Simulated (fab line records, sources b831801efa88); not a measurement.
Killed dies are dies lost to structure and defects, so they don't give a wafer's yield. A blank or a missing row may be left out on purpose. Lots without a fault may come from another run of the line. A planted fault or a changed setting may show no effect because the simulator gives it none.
Chamber matching | flow sky130 | SKY_LI_CONTACT_CMP_24 on cmp-02: 4 sister chambers
The step polishes, stops on PSG, t overpolish 20 s, target thk 0 nm. 8 wafers are shown with their chamber, then 8 later ones without.

WAFERS WITH THEIR CHAMBER
wafer  | chamber | motor_current_A (A) | time_to_endpoint_s (s)
L833.5 | 2       | 11.7                | 102
L834.1 | 0       | 10.3                | 97
L834.3 | 3       | 11.5                | 99
L834.4 | 1       | 12.9                | 97
L843.1 | 0       | 10.1                | 91
L843.3 | 1       | 12.2                | 97
L843.4 | 2       | 11.8                | 96
L845.1 | 3       | 10.9                | 99

WAFERS WITHOUT THEIR CHAMBER
wafer  | motor_current_A (A) | time_to_endpoint_s (s)
L845.2 | 11.6                | 103
L845.4 | 10.2                | 95
L848.2 | 11.4                | 95
L848.4 | 11.6                | 95
L848.6 | 9.8                 | 94
L849.1 | 12.8                | 93
L849.4 | 11.6                | 96
L849.5 | 11.6                | 92

WHICH CHAMBER EACH WENT THROUGH
wafer  | from the rows above               | in truth
L845.2 | can't be placed: 2 or 3           | 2
L845.4 | 0                                 | 0
L848.2 | can't be placed: 3 or 2           | 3
L848.4 | can't be placed: 2 or 3 or 1      | 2
L848.6 | 0                                 | 0
L849.1 | 1                                 | 1
L849.4 | can't be placed: 2 or 3 or 1      | 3
L849.5 | can't be placed: 2 or 3 or 1 or 0 | 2
Placed correctly: 3 of 8. Can't be placed from these rows: 5 (the true chamber is among the candidates in 5). Placed wrongly: 0.
How it was worked out, from the rows above alone: a wafer's distance from a chamber is the root of the sum, over the readings, of the square of ((its reading less the chamber's mean) divided by the reading's scatter). The wafer belongs to the nearest chamber; if the next one is less than 2 further off, it can't be placed. A chamber's mean is the mean of its shown wafers. The scatter: the root of (the sum of the squares of (reading less its chamber's mean) over the shown wafers, divided by (wafers less chambers)).
